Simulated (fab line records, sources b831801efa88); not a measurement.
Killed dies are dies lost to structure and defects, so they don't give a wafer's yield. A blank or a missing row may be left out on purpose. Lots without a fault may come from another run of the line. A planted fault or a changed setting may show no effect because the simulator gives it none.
fab line records | flow sky130
record lots=6 wafers=18 last_day=50
route steps=708 shown VIA4@653 METAL5@661
lots that met no fault: from a run of the same line without faults
start_h: hours from the record's first day to the start of the lot's first wafer shown | wait_h: hours since the lot's step before | " the same as in the row above | L1.1+2: a row that stands for several wafers | - no value, or no start given | * or withheld: withheld | < > ~ a bound
route shown NAME@n: a module of which the file shows steps, and the number in the route of the first | usual: mean/standard deviation of fault-free wafers | same: alike in all rows | chamber/n: place in a boat | sites: the reading at each site | _std_site: their standard deviation | _edge_site: outer sites' mean less inner sites' | radius_mm: how far each site lies from the wafer's centre | mask NAME#n: copy n | behind: the tool/chamber that last shaped the wafer | hold: why the lot was held/for how many hours/how that ended | device: the transistor (n, p or np) that didn't switch | end of line: the same wafers' tests at the end of the route | a step without rows: its recipe alone | killed: dies lost to structure and defects at the first sort, not the wafer's yield | map: a wafer's dies, x killed, . not, _ none there
set.NAME: the setting as run; set.NAME@STEP: as run at that earlier step | model.NAME: the simulator's own value behind a step, which no gauge read
lots at some steps of the route; a table a step, a row a wafer
services: from which hour (start_h, from the record's first day; less than 0 if before it) a tool's chamber was out of use, for how many hours, and why
## steps
# step SKY_VIA4_STRIP_14
# recipe chemistry=post_etch_residue_remover time_s=1200 temp_c=72.5
# step SKY_VIA4_CLEAN_15
# recipe chemistry=IPA time_s=180 temp_c=25
# step SKY_VIA4_CLEAN_16
# recipe chemistry=O3/DIW dry=n2_spin
# step SKY_VIA4_SPUTTER_17
# recipe material=TiN target_thk_nm=20 chamber_pressure_pa=5 power_w=4000 time_s=80
# step SKY_VIA4_CVD_18
# recipe material=W target_thk_nm=505 time_s=152.14 temp_c=402.1 pressure_torr=40
# step SKY_VIA4_RS_MEAS_19
# recipe thk_meas_gauge=four-point-probe reads=W_of_VIA4_CVD_18+TiN_of_VIA4_SPUTTER_17
# usual VIA4_W_RS=0.216/0.0046
# columns lot.wafer tool chamber start_h wait_h VIA4_W_RS[ohm/sq]
L700.1 film_metro-03 - 1048.15 0.1 0.216
L700.3 " - " " 0.214
L700.5 " - " " 0.217
L702.1 film_metro-02 - 1064.97 0.1 0.211
L702.2 " - " " 0.221
L702.6 " - " " 0.221
L703.1 film_metro-01 - 1066.69 0.1 0.219
L703.2 " - " " 0.210
L703.5 " - " " 0.208
L712.3 film_metro-02 - 1112.35 0.2 0.219
L712.4 " - " " 0.221
L712.6 " - " " 0.218
L714.2 film_metro-01 - 1125.86 0.1 0.219
L714.4 " - " " 0.212
L714.5 " - " " 0.213
L717.1 film_metro-02 - 1135.73 0.1 0.220
L717.2 " - " " 0.210
L717.5 " - " " 0.220
# step SKY_VIA4_THK_MEAS_20
# recipe thk_meas_gauge=xrf reads=W_of_VIA4_CVD_18
# usual VIA4_W_THK=517/12
# columns lot.wafer tool chamber start_h wait_h VIA4_W_THK[nm]
L700.1 film_metro-03 - 1048.27 0.1 507
L700.3 " - " " 514
L700.5 " - " " 508
L702.1 film_metro-02 - 1065.09 0.1 529
L702.2 " - " " 503
L702.6 " - " " 501
L703.1 film_metro-01 - 1066.81 0.1 509
L703.2 " - " " 538
L703.5 " - " " 539
L712.3 film_metro-02 - 1112.45 0.1 509
L712.4 " - " " 504
L712.6 " - " " 512
L714.2 film_metro-01 - 1125.97 0.1 508
L714.4 " - " " 522
L714.5 " - " " 521
L717.1 film_metro-02 - 1135.85 0.1 505
L717.2 " - " " 530
L717.5 " - " " 504
# step SKY_VIA4_CMP_21
# recipe stop_on=SiO2 t_overpolish_s=25 down_force_psi=3.5 platen_rpm=60 target_thk_nm=0 pad_velocity_m_s=0.94248
# usual motor_current_A=10.8/1.2 overpolish_run_s=25.000/0.0089 time_to_endpoint_s=127/6.4
# columns lot.wafer tool chamber start_h wait_h motor_current_A overpolish_run_s time_to_endpoint_s
L700.3 cmp-01 3 1048.44 0.1 9.8 24.993 123
L700.1 " 0 " " 11.0 25.007 119
L700.5 " 1 " " 9.9 24.996 115
L702.1 cmp-01 3 1065.15 0.1 10.5 25.006 134
L702.2 " 2 " " 9.9 24.998 123
L702.6 " 0 " " 10.9 25.004 124
L703.2 cmp-01 2 1066.97 0.1 9.5 25.014 132
L703.1 " 3 " " 10.5 25.001 127
L703.5 " 0 " " 11.4 24.994 131
L712.4 cmp-02 3 1112.49 0.0 12.4 24.995 125
L712.3 " 1 " " 10.7 25.004 138
L712.6 " 3 " " 13.1 25.014 122
L714.2 cmp-02 2 1126.07 0.1 11.8 25.010 128
L714.4 " 3 " " 12.7 25.012 130
L714.5 " 2 " " 11.0 25.003 131
L717.1 cmp-02 2 1136.12 0.3 11.2 25.001 129
L717.2 " 1 " " 11.0 25.008 142
L717.5 " 3 " " 12.7 25.001 127
# step SKY_METAL5_SPUTTER_00
# recipe material=Ti target_thk_nm=15 power_w=3000 time_s=10 chamber_pressure_pa=0.4
# usual cathode_dc_power_W=3000.0/0.51 chamber_pressure_pa=0.4001/0.00079 throttle_valve_pct=30.1/0.47
# columns lot.wafer tool chamber start_h wait_h cathode_dc_power_W chamber_pressure_pa throttle_valve_pct
L700.1 pvd_sputter-04 - 1048.65 0.1 2999.8 0.4002 29.9
L700.3 " - " " 2999.5 0.4001 30.0
L700.5 " - " " 3001.2 0.4018 30.5
L702.1 pvd_sputter-04 - 1065.45 0.2 3000.2 0.3976 29.7
L702.2 " - " " 3000.0 0.4003 29.9
L702.6 " - " " 3000.6 0.4001 29.7
L703.1 pvd_sputter-03 - 1067.17 0.1 3000.0 0.4004 30.4
L703.2 " - " " 2999.6 0.3986 31.2
L703.5 " - " " 3000.2 0.3999 30.5
L712.3 pvd_sputter-04 - 1112.79 0.1 3000.3 0.4005 30.1
L712.4 " - " " 3001.3 0.4001 29.8
L712.6 " - " " 3000.1 0.4013 30.0
L714.2 pvd_sputter-03 - 1126.32 0.2 2999.6 0.4006 31.2
L714.4 " - " " 2999.6 0.4012 30.5
L714.5 " - " " 2999.7 0.3993 30.9
L717.1 pvd_sputter-02 - 1136.42 0.2 2999.8 0.3997 29.9
L717.2 " - " " 2999.3 0.3997 29.7
L717.5 " - " " 2999.5 0.3999 30.1
# step SKY_METAL5_SPUTTER_01
# recipe material=TiN target_thk_nm=20 power_w=6500 time_s=16.7 chamber_pressure_pa=0.4
# usual cathode_dc_power_W=6499.8/1.2 chamber_pressure_pa=0.4000/0.00081 throttle_valve_pct=30.1/0.46
# columns lot.wafer tool chamber start_h wait_h cathode_dc_power_W chamber_pressure_pa throttle_valve_pct
L700.1 pvd_sputter-04 - 1048.67 0.0 6497.6 0.4003 30.2
L700.3 " - " " 6499.4 0.3993 29.7
L700.5 " - " " 6498.7 0.4007 30.4
L702.1 pvd_sputter-04 - 1065.47 0.0 6500.0 0.3996 29.8
L702.2 " - " " 6499.9 0.3990 30.2
L702.6 " - " " 6501.5 0.3994 30.1
L703.1 pvd_sputter-03 - 1067.19 0.0 6499.2 0.4002 30.3
L703.2 " - " " 6500.3 0.3995 31.4
L703.5 " - " " 6500.7 0.4000 30.8
L712.3 pvd_sputter-04 - 1112.81 0.0 6501.0 0.3994 30.0
L712.4 " - " " 6500.2 0.3987 30.0
L712.6 " - " " 6501.0 0.3991 30.2
L714.2 pvd_sputter-03 - 1126.34 0.0 6498.9 0.3987 30.9
L714.4 " - " " 6501.0 0.4007 30.4
L714.5 " - " " 6499.1 0.3996 31.1
L717.1 pvd_sputter-02 - 1136.44 0.0 6500.9 0.3999 29.9
L717.2 " - " " 6498.2 0.3998 29.9
L717.5 " - " " 6501.7 0.3992 29.8
# step SKY_METAL5_SPUTTER_02
# recipe material=AlCu target_thk_nm=1150 power_w=10600 time_s=61.2 chamber_pressure_pa=0.4
# usual cathode_dc_power_W=10600/2 chamber_pressure_pa=0.4001/0.00081 throttle_valve_pct=30.1/0.48
# columns lot.wafer tool chamber start_h wait_h cathode_dc_power_W chamber_pressure_pa throttle_valve_pct
L700.1 pvd_sputter-04 - 1048.70 0.0 10600 0.3991 30.3
L700.3 " - " " 10599 0.3993 29.6
L700.5 " - " " 10598 0.4008 30.3
L702.1 pvd_sputter-04 - 1065.50 0.0 10605 0.4000 29.7
L702.2 " - " " 10602 0.4003 30.2
L702.6 " - " " 10602 0.4006 29.8
L703.1 pvd_sputter-03 - 1067.22 0.0 10599 0.3986 30.6
L703.2 " - " " 10601 0.4012 31.7
L703.5 " - " " 10601 0.4005 30.5
L712.3 pvd_sputter-04 - 1112.83 0.0 10599 0.4015 30.4
L712.4 " - " " 10601 0.4012 29.6
L712.6 " - " " 10599 0.4005 30.1
L714.2 pvd_sputter-03 - 1126.37 0.0 10601 0.3987 31.2
L714.4 " - " " 10601 0.4010 30.4
L714.5 " - " " 10599 0.3992 31.0
L717.1 pvd_sputter-02 - 1136.47 0.0 10598 0.3989 29.9
L717.2 " - " " 10599 0.4001 29.7
L717.5 " - " " 10602 0.3995 29.9
# step SKY_METAL5_SPUTTER_03
# recipe material=Ti target_thk_nm=5 power_w=3000 time_s=3.3 chamber_pressure_pa=0.4
# usual cathode_dc_power_W=3000.0/0.59 chamber_pressure_pa=0.3998/0.00075 throttle_valve_pct=30.1/0.46
# columns lot.wafer tool chamber start_h wait_h cathode_dc_power_W chamber_pressure_pa throttle_valve_pct
L700.1 pvd_sputter-04 - 1048.75 0.0 3000.1 0.4001 30.4
L700.3 " - " " 3000.9 0.4005 30.0
L700.5 " - " " 3000.3 0.4008 30.4
L702.1 pvd_sputter-04 - 1065.55 0.0 3000.2 0.3991 29.9
L702.2 " - " " 2999.6 0.4007 30.3
L702.6 " - " " 3000.9 0.3996 29.9
L703.1 pvd_sputter-03 - 1067.27 0.0 3000.2 0.3998 30.5
L703.2 " - " " 2999.7 0.3994 31.8
L703.5 " - " " 3000.3 0.4007 30.9
L712.3 pvd_sputter-04 - 1112.88 0.0 3000.1 0.4012 30.4
L712.4 " - " " 3000.1 0.4004 29.7
L712.6 " - " " 2999.1 0.4012 30.1
L714.2 pvd_sputter-03 - 1126.42 0.0 3000.3 0.3999 30.9
L714.4 " - " " 3000.2 0.3993 30.5
L714.5 " - " " 2999.4 0.3990 31.0
L717.1 pvd_sputter-02 - 1136.52 0.0 2999.5 0.4000 29.9
L717.2 " - " " 2999.5 0.4004 29.9
L717.5 " - " " 3000.0 0.3996 30.0
# step SKY_METAL5_SPUTTER_04
# recipe material=TiN target_thk_nm=70 power_w=6500 time_s=58.3 chamber_pressure_pa=0.4
# usual cathode_dc_power_W=6500.0/1.3 chamber_pressure_pa=0.4000/0.00083 throttle_valve_pct=30.1/0.45
# columns lot.wafer tool chamber start_h wait_h cathode_dc_power_W chamber_pressure_pa throttle_valve_pct
L700.1 pvd_sputter-04 - 1048.77 0.0 6500.7 0.3994 29.9
L700.3 " - " " 6500.3 0.4006 29.9
L700.5 " - " " 6502.6 0.4000 30.3
L702.1 pvd_sputter-04 - 1065.57 0.0 - - -
L702.2 " - " " - - -
L702.6 " - " " - - -
L703.1 pvd_sputter-03 - 1067.29 0.0 - - -
L703.2 " - " " - - -
L703.5 " - " " - - -
L712.3 pvd_sputter-04 - 1112.90 0.0 6497.5 0.4009 30.4
L712.4 " - " " 6501.7 0.4013 29.6
L712.6 " - " " 6503.1 0.3998 30.2
L714.2 pvd_sputter-03 - 1126.44 0.0 6500.4 0.3994 31.0
L714.4 " - " " 6497.2 0.3999 30.5
L714.5 " - " " 6497.7 0.4010 30.9
L717.1 pvd_sputter-02 - 1136.54 0.0 6500.3 0.4004 30.0
L717.2 " - " " 6498.7 0.3987 30.1
L717.5 " - " " 6502.0 0.3986 30.3
# step SKY_METAL5_THK_MEAS_06
# recipe thk_meas_gauge=xrf reads=AlCu_of_METAL5_SPUTTER_02
# usual METAL5_ALCU_THK=1143/13
# columns lot.wafer tool chamber start_h wait_h hold METAL5_ALCU_THK[nm]
L700.1 film_metro-01 - 1048.94 0.1 - 1133
L700.3 " - " " - 1138
L700.5 " - " " - 1139
L702.1 film_metro-03 - 1066.87 0.9 await_dispo/0.2h/release 1328
L702.2 " - " " await_dispo/0.2h/release 1327
L702.6 " - " " await_dispo/0.2h/release 1333
L702.1 film_metro-03 - 1067.09 0.2 - 1331
L702.2 " - " " - 1330
L702.6 " - " " - 1318
L703.1 film_metro-01 - 1069.74 2.1 await_dispo/0.2h/release 1376
L703.2 " - " " await_dispo/0.2h/release 1348
L703.5 " - " " await_dispo/0.2h/release 1365
L703.1 film_metro-01 - 1069.97 0.2 - 1371
L703.2 " - " " - 1349
L703.5 " - " " - 1363
L712.3 film_metro-04 - 1113.09 0.1 - 1132
L712.4 " - " " - 1139
L712.6 " - " " - 1139
L714.2 film_metro-04 - 1126.62 0.1 - 1137
L714.4 " - " " - 1147
L714.5 " - " " - 1138
L717.1 film_metro-03 - 1136.70 0.1 - 1158
L717.2 " - " " - 1154
L717.5 " - " " - 1150
# step SKY_METAL5_HMDS_08
# recipe prime_time_s=60 prime_temp_c=120
# step SKY_METAL5_COAT_09
# recipe resist=NOVOLAK spin_rpm=3000 resist_thk_nm=1800
# step SKY_METAL5_SOFTBAKE_10
# recipe temp_c=90 time_s=60 resist=NOVOLAK
# step SKY_METAL5_EXPOSE_11
# recipe mask_id=MM5 na=0.6 source_shape=conventional sigma_outer=0.6 polarization=unpolarized target_cd_nm=1600 dose_mj=190
# step SKY_METAL5_PEB_12
# recipe temp_c=withheld time_s=* resist=NOVOLAK
# step SKY_METAL5_DEVELOP_13
# recipe resist=NOVOLAK developer=TMAH develop_time_s=60 dev_temp_c=23
# step SKY_METAL5_DESCUM_14
# recipe chemistry=O2 source_power_w=150 bias_power_w=0 pressure_mtorr=10 temp_c=40 time_s=11
# step SKY_METAL5_METAL_ETCH_15
# recipe target_depth_a=12600 stop_on=SiO2 over_etch_frac=0.2 time_s=252 chemistry=Cl2/BCl3 resist_sidewall_deg=86 pressure_mtorr=10 icp_w=900 bias_w=48.5 Cl2_flow_sccm=60 bcl3_flow_sccm=30
# usual drypump_motor_current_A=5.9/0.58 oes_product_au=0.894/0.0051 throttle_valve_pct=22.264/0.009
# columns lot.wafer tool chamber start_h wait_h drypump_motor_current_A oes_product_au rf_hours_counter_h throttle_valve_pct
L700.1 rie_metal-03 1 1070.09 0.0 5.0 0.894 15 22.249
L700.3 " 1 " " 5.0 0.894 - 22.267
L700.5 " 0 " " 6.4 0.898 - 22.274
L702.1 rie_metal-01 1 1086.59 0.0 6.6 0.875 11 22.240
L702.2 " 0 " " 5.4 0.870 20 22.278
L702.6 " 1 " " 6.6 0.861 - 22.266
L703.1 rie_metal-03 1 1087.89 0.0 5.0 0.884 16 22.258
L703.2 " 0 " " 6.4 0.871 18 22.271
L703.5 " 0 " " 6.4 0.879 - 22.263
L712.3 rie_metal-03 1 1133.01 0.1 5.0 0.895 - 22.249
L712.4 " 0 " " 6.4 0.887 - 22.256
L712.6 " 0 " " 6.4 0.905 - 22.253
L714.2 rie_metal-01 1 1145.58 0.0 6.6 0.892 15 22.258
L714.4 " 1 " " 6.6 0.887 - 22.273
L714.5 " 1 " " 6.6 0.902 - 22.255
L717.1 rie_metal-01 0 1154.99 0.0 5.4 0.886 26 22.262
L717.2 " 1 " " 6.6 0.889 16 22.264
L717.5 " 1 " " 6.6 0.900 - 22.254
# step SKY_METAL5_STRIP_16
# recipe chemistry=O2/N2 power_w=1400 pressure_mtorr=1500 platen_temp_c=withheld o2_flow_sccm=3000 n2_flow_sccm=300 overash_fraction=0.5
## services
# columns tool chamber start_h hours kind
rie_metal-01 - 1038.43 0.6 repair
cmp-02 - 1039.52 1.0 repair
pvd_sputter-02 - 1040.11 1.9 repair
cmp-02 - 1053.24 7.1 pm
rie_metal-01 1 1058.09 25.6 repair
pvd_sputter-02 3 1075.08 - consumable_replace:kit
pvd_sputter-02 3 1075.08 18.0 scheduled_down
pvd_sputter-02 3 1075.08 18.0 vent_cycle
pvd_sputter-03 - 1076.73 8.2 repair
cmp-01 - 1084.15 4.0 pm
cmp-01 - 1088.15 - consumable_replace:conditioner
cmp-01 - 1088.15 - consumable_replace:pad
pvd_sputter-04 3 1106.74 - consumable_replace:kit
pvd_sputter-04 3 1106.74 18.0 scheduled_down
pvd_sputter-04 3 1106.74 18.0 vent_cycle
cmp-01 - 1114.22 2.3 repair
rie_metal-03 - 1129.91 0.7 repair
cmp-01 - 1134.70 11.6 repair
pvd_sputter-03 2 1137.32 - consumable_replace:kit
pvd_sputter-03 2 1137.32 18.0 scheduled_down
pvd_sputter-03 2 1137.32 18.0 vent_cycle
## key
first_sign step=SKY_METAL5_SPUTTER_04 reading=tool_record direction=missing
effect step=SKY_METAL5_THK_MEAS_06 reading=visit direction=added
effect step=SKY_METAL5_THK_MEAS_06 reading=METAL5_ALCU_THK direction=up sigmas=15 usual=1143 struck=1346
effect step=SKY_METAL5_METAL_ETCH_15 reading=oes_product_au direction=down sigmas=4.1 usual=0.894 struck=0.873
met_at SKY_METAL5_SPUTTER_04
struck_wafers L702.1,L702.2,L702.6,L703.1,L703.2,L703.5
later_rows_left_out L702.1,L702.2,L702.6,L703.1,L703.2,L703.5
sort_left_out L702.1,L702.2,L702.6,L703.1,L703.2,L703.5
onset_between 1048.77 1065.57
fault kind=skipped_step_whole tool=pvd_sputter-03,pvd_sputter-04 chamber=- onset_h=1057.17 steps=SKY_METAL5_SPUTTER_04 scope=struck_lots_only
# sort_left_out: the simulated sort isn't trusted on such a fault, so these wafers' sort isn't shown, and their yield isn't known
# later_rows_left_out: the simulator's readings of these wafers behind a module that went badly wrong aren't trusted and aren't shown, but for the sort
